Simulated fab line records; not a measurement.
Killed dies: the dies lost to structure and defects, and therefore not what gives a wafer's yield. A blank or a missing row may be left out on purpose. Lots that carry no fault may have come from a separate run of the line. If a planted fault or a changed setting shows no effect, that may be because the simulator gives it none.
A struck lot beside a sound one	flow gf180mcu	14 steps out of a route of 602
Sound: wafers L946.1, L946.4, L946.5. The struck wafers were L943.2, L943.4, L943.5. Last of all comes the cause.
For every step that has rows: the tool of each side, followed by ch and its chambers, followed by its first start. Under that, the readings that differ: sound wafers	struck wafers	difference of the means	sigmas: that difference in standard deviations of wafers without a fault.
alike: same words and numbers on both sides, and readings whose means sit less than 2 such deviations apart. not compared: any withheld reading, any reading some wafer has no value for, any bound like >300 that may hide the same value, and any number with overlapping values for which the record gives no deviation.
Wherever a step has rows on one side only, a row that says differs or no value, or a row with sigmas, the two part there. When numbers do not overlap yet have no deviation, they are printed without sigmas and do not part them. A reading that every wafer of one side lacks parts them only if that side has two wafers or more.

first, 6 steps without rows for these wafers: GF_M4_HMDS_08 (prime time 60 s); GF_M4_COAT_09 (resist thk 1000 nm); GF_M4_SOFTBAKE_10 (time 60 s); GF_M4_EXPOSE_11 (exposes mask Metal4, target cd 280 nm); GF_M4_PEB_12 (peb time 90 s); GF_M4_DEVELOP_13 (develop time 60 s).
GF_M4_CD_MEAS_14: the cd target is 280 nm.
  sound on cd-sem-01 at day 29 00:51; struck on cd-sem-02 at day 28 12:13
  alike: cd-nm
GF_M4_OVL_MEAS_15:
  sound on overlay-02 at day 29 00:58; struck on overlay-01 at day 28 12:19
  alike: M4_OVL
GF_M4_METAL_ETCH_16: etches the open film in Cl2/BCl3, stops on SiO2, target depth 627.5 nm, time 104.6 s.
  sound on rie-metal-04 ch 1, day 29 01:01; struck on rie-metal-04 ch 0,1, day 28 12:21
  alike: drypump-motor-current-A, he-backside-leak-sccm, oes-product-au, throttle-valve-pct
  not compared: rf-hours-counter-h
GF_M4_STRIP_17: strips in O2/N2.
  sound on plasma-asher-03 ch 0,1, day 29 01:07; struck on plasma-asher-02 ch 0,1, day 28 12:28
reading	sound	struck	difference	sigmas
strip-time-to-endpoint-s (s)	7.81 7.79 7.81	7.91 7.84 7.91	+0.08	+2
  alike: drypump-motor-current-A, heater-power-w, oes-product-au
  not compared: rf-hours-counter-h
then, 2 steps without rows for these wafers: GF_M4_STRIP_18 (strips in post etch residue remover, time 1200 s); GF_M4_CLEAN_19 (cleans in DIW).
GF_V4_CVD_00: deposits SiO2, target thk 600 nm, time 100 s.
  sound on hdpcvd-01 ch 0,1, day 29 01:41; struck on hdpcvd-01 ch 0,1,2, day 28 13:07
  no value came back on the struck wafers for pressure-mtorr (mTorr), run-length-s (s), sih4-flow-sccm (sccm); on the sound wafers pressure-mtorr (mTorr) reads 6.013 6.009 6.003
GF_PASSIVATION_PROBE_99:
  rows exist in the record for the sound wafers here (prober-01, day 33 17:55), none for the struck ones

## WHERE THEY PART
Earliest at GF_M4_STRIP_17; latest, in this record, at GF_PASSIVATION_PROBE_99.

WHY: whatever the simulator had introduced
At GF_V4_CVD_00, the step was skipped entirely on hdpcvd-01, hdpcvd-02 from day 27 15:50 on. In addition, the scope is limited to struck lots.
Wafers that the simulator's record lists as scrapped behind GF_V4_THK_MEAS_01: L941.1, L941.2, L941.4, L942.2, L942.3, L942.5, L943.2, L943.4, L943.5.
